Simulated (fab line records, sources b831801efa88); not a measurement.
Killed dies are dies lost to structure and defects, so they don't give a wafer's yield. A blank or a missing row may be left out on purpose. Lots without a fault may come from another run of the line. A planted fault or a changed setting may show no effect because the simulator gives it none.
Which tool did it? | flow sky130 | 11 lots, 30 wafers sampled, at 7 steps of a route of 708

WHAT THE GAUGES READ, wafer by wafer
SKY_VIA3_RS_MEAS_22: measures by four-point-probe. Usual: VIA3_W_RS 0.296 ohm/sq, standard deviation 0.0039.
lot  | measured     | on            | VIA3_W_RS (ohm/sq) | flag
L828 | day 39 12:11 | film_metro-04 | 0.298 0.298 0.299  |
L829 | day 40 02:01 | film_metro-04 | 0.294 0.297 0.295  |
L831 | day 40 12:37 | film_metro-03 | 0.294 0.290 0.290  |
L834 | day 41 18:01 | film_metro-04 | 0.300 0.299 0.299  |
L835 | day 42 13:49 | film_metro-04 | 0.301 0.299 0.301  |
L836 | day 43 02:54 | film_metro-04 | 0.287 0.289 0.289  |
L843 | day 44 09:08 | film_metro-04 | 0.298 0.189        | OFF
L844 | day 44 17:23 | film_metro-02 | 0.300 0.191        | OFF
L846 | day 45 10:36 | film_metro-03 | 0.297 0.190        | OFF
L847 | day 45 15:52 | film_metro-03 | 0.295 0.293 0.297  |
L849 | day 45 17:40 | film_metro-04 | 0.295 0.290 0.294  |

SKY_VIA3_THK_MEAS_23: measures by xrf. Usual: VIA3_W_THK 398 nm, standard deviation 6.7.
lot  | measured     | on            | VIA3_W_THK (nm) | flag
L828 | day 39 12:18 | film_metro-04 | 391 389 387     |
L829 | day 40 02:07 | film_metro-04 | 395 396 400     |
L831 | day 40 12:44 | film_metro-03 | 393 396 399     |
L834 | day 41 18:07 | film_metro-04 | 391 391 392     |
L835 | day 42 13:56 | film_metro-04 | 387 387 385     |
L836 | day 43 02:59 | film_metro-04 | 407 405 406     |
L843 | day 44 09:14 | film_metro-04 | 391 -           |
L844 | day 44 17:30 | film_metro-02 | 401 -           |
L846 | day 45 10:41 | film_metro-03 | 399 -           |
L847 | day 45 15:59 | film_metro-03 | 403 406 403     |
L849 | day 45 17:47 | film_metro-04 | 398 404 399     |

SKY_METAL4_OVL_MEAS_14. Usual: METAL4_OVL -4 nm, standard deviation 5.6.
lot  | measured     | on         | METAL4_OVL (nm) | flag
L828 | day 41 13:44 | overlay-02 | -4 3 -6         |
L829 | day 42 02:32 | overlay-02 | -3 -1 -3        |
L831 | day 42 13:02 | overlay-02 | 3 1 -4          |
L834 | day 43 17:50 | overlay-01 | -3 -1 -9        |
L835 | day 44 12:26 | overlay-01 | 6 4 0           |
L836 | day 45 00:12 | overlay-02 | -14 -3 -10      |
L843 | day 46 05:20 | overlay-01 | -15 -9          |
L844 | day 46 11:38 | overlay-01 | -6 -3           |
L846 | day 47 04:56 | overlay-01 | -1 -4           |
L847 | day 47 10:11 | overlay-02 | -8 -1 -11       |
L849 | day 47 10:46 | overlay-02 | -19 -8 -13      |

WHICH TOOL RAN EACH LOT (tool, then ch and the chambers of the sampled wafers, then the start)
lot  | SKY_METAL3_SPUTTER_00        | SKY_METAL3_DESCUM_15              | SKY_VIA3_CVD_21               | SKY_VIA3_CMP_24
L828 | pvd_sputter-02, day 36 05:11 | rie_metal-03 ch 0, day 38 08:43   | cvd_w-02 ch 0,1, day 39 12:04 | cmp-01 ch 0,1,2, day 39 12:25
L829 | pvd_sputter-01, day 36 18:38 | rie_metal-01 ch 0,1, day 38 22:25 | cvd_w-02 ch 0, day 40 01:52   | cmp-01 ch 0,1,3, day 40 02:16
L831 | pvd_sputter-02, day 37 06:02 | rie_metal-01 ch 0,1, day 39 09:14 | cvd_w-01 ch 0,1, day 40 12:29 | cmp-01 ch 0,3, day 40 12:47
L834 | pvd_sputter-01, day 38 12:26 | rie_metal-03 ch 0,1, day 40 15:08 | cvd_w-02 ch 0,1, day 41 17:52 | cmp-01 ch 1,2, day 41 18:13
L835 | pvd_sputter-01, day 39 09:03 | rie_metal-01 ch 0,1, day 41 11:02 | cvd_w-02 ch 0,1, day 42 13:41 | cmp-01 ch 0,1,2, day 42 13:59
L836 | pvd_sputter-01, day 40 01:04 | rie_metal-01 ch 0,1, day 42 01:26 | cvd_w-01 ch 0,1, day 43 02:46 | cmp-01 ch 0,1,3, day 43 03:07
L843 | pvd_sputter-01, day 41 07:20 | rie_metal-04 ch 0,1, day 43 07:40 | cvd_w-02 ch 1, day 44 08:55   | cmp-01 ch 2,3, day 44 09:26
L844 | pvd_sputter-04, day 41 14:58 | rie_metal-04 ch 0, day 43 16:11   | cvd_w-02 ch 0, day 44 17:10   | cmp-02 ch 3, day 44 17:36
L846 | pvd_sputter-02, day 42 12:01 | rie_metal-03 ch 1, day 44 10:13   | cvd_w-02 ch 0,1, day 45 10:27 | cmp-01 ch 2,3, day 45 10:52
L847 | pvd_sputter-02, day 42 17:59 | rie_metal-04 ch 0, day 44 15:46   | cvd_w-01 ch 0,1, day 45 15:44 | cmp-01 ch 0,2,3, day 45 16:02
L849 | pvd_sputter-01, day 42 20:35 | rie_metal-03 ch 0, day 44 17:50   | cvd_w-01 ch 0,1, day 45 17:32 | cmp-01 ch 1,3, day 45 17:51
- SKY_METAL3_SPUTTER_00: material Ti, target thk 15 nm, time 10 s.
- SKY_METAL3_DESCUM_15: chemistry O2, time 8 s.
- SKY_VIA3_CVD_21: deposits W, target thk 390 nm, time 117.31 s.
- SKY_VIA3_CMP_24: polishes, stops on SiO2, t overpolish 20 s, target thk 0 nm.

WHAT THE TOOLS THEMSELVES READ (means of the sampled wafers that have a number; where no wafer has one, the mark that the record gives instead)
SKY_METAL3_SPUTTER_00. Usual: throttle_valve_pct 29.4 %, standard deviation 0.8.
lot  | tool           | throttle_valve_pct (%) | flag
L828 | pvd_sputter-02 | 28.9                   |
L829 | pvd_sputter-01 | 29.0                   |
L831 | pvd_sputter-02 | 28.6                   |
L834 | pvd_sputter-01 | 30.2                   |
L835 | pvd_sputter-01 | 29.8                   |
L836 | pvd_sputter-01 | 29.3                   |
L843 | pvd_sputter-01 | 30.9                   |
L844 | pvd_sputter-04 | 30.4                   |
L846 | pvd_sputter-02 | 28.9                   |
L847 | pvd_sputter-02 | 28.9                   |
L849 | pvd_sputter-01 | 29.8                   |

SKY_METAL3_DESCUM_15. Usual: drypump_motor_current_A 6.02 A, standard deviation 0.28; oes_product_au 1.003 a.u., standard deviation 0.01; temp_c 40.00 C, standard deviation 0.11.
lot  | tool         | drypump_motor_current_A (A) | oes_product_au (a.u.) | temp_c (C) | flag
L828 | rie_metal-03 | 6.04                        | 1.002                 | 40.13      |
L829 | rie_metal-01 | 5.80                        | 0.999                 | 40.03      |
L831 | rie_metal-01 | 6.11                        | 0.992                 | 40.16      |
L834 | rie_metal-03 | 6.10                        | 1.002                 | 39.99      |
L835 | rie_metal-01 | 6.10                        | 1.001                 | 39.95      |
L836 | rie_metal-01 | 5.79                        | 0.998                 | 39.96      |
L843 | rie_metal-04 | 5.94                        | 1.013                 | 40.02      |
L844 | rie_metal-04 | 5.80                        | 1.022                 | 39.92      |
L846 | rie_metal-03 | 6.23                        | 0.998                 | 40.02      |
L847 | rie_metal-04 | 5.83                        | 1.017                 | 39.99      |
L849 | rie_metal-03 | 6.04                        | 1.000                 | 39.91      |

SKY_VIA3_CVD_21. Usual: heater_power_w 840 W, standard deviation 58.
lot  | tool     | heater_power_w (W) | flag
L828 | cvd_w-02 | 870                |
L829 | cvd_w-02 | 894                |
L831 | cvd_w-01 | 779                |
L834 | cvd_w-02 | 856                |
L835 | cvd_w-02 | 898                |
L836 | cvd_w-01 | 826                |
L843 | cvd_w-02 | 828                |
L844 | cvd_w-02 | 912                |
L846 | cvd_w-02 | 872                |
L847 | cvd_w-01 | 830                |
L849 | cvd_w-01 | 814                |

SKY_VIA3_CMP_24. Usual: edge_zone_pressure_frac 1.001, standard deviation 0.0044; motor_current_A 10.6 A, standard deviation 0.76; time_to_endpoint_s 93 s, standard deviation 3.7.
lot  | tool   | edge_zone_pressure_frac | motor_current_A (A) | time_to_endpoint_s (s) | flag
L828 | cmp-01 | 1.000                   | 10.9                | 90                     |
L829 | cmp-01 | 1.001                   | 10.4                | 97                     |
L831 | cmp-01 | 1.001                   | 10.4                | 97                     |
L834 | cmp-01 | 1.003                   | 11.5                | 94                     |
L835 | cmp-01 | 1.005                   | 10.7                | 93                     |
L836 | cmp-01 | 0.995                   | 10.5                | 94                     |
L843 | cmp-01 | 1.000                   | 11.4                | 120                    | OFF
L844 | cmp-02 | 1.003                   | 10.2                | 117                    | OFF
L846 | cmp-01 | 0.997                   | 11.9                | 120                    | OFF
L847 | cmp-01 | 1.003                   | 10.8                | 94                     |
L849 | cmp-01 | 1.002                   | 10.9                | 100                    |

THE ANSWER, worked out from the rows above alone
Rule: a lot is off if the mean of its wafers that have a number lies more than 3 standard deviations from the usual mean. A lot without any number at a reading at which 4 lots or more have one is off too. The other lots that the step has rows for count as sound. The gauges are gone through in route order, then the tools' own readings, and for those a lot's mean is taken as printed above. The first step at which some lot is off is used, and at that step the reading that is off furthest; a lot without a number counts as furthest.
Off: L843, L844, L846, at SKY_VIA3_RS_MEAS_22 (VIA3_W_RS).
A tool fits if, at a process step before that reading, it ran every lot that is off, and no sound lot after the first of them. The gauges at SKY_VIA3_RS_MEAS_22 aren't tried: what is off there is off at SKY_VIA3_CMP_24 too, on other tools, and a gauge's error can't cause that. One fits: cvd_w-02 at SKY_VIA3_CVD_21. Its last sound lot is L835 (day 42 13:41), its first lot that is off L843 (day 44 08:55): a fault that began between those two fits.

WHAT THE SIMULATOR HAD PUT IN
Process parameter drift: cvd_w-02, from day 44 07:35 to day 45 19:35, at SKY_VIA3_CVD_21. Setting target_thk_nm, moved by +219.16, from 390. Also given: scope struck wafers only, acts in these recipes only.
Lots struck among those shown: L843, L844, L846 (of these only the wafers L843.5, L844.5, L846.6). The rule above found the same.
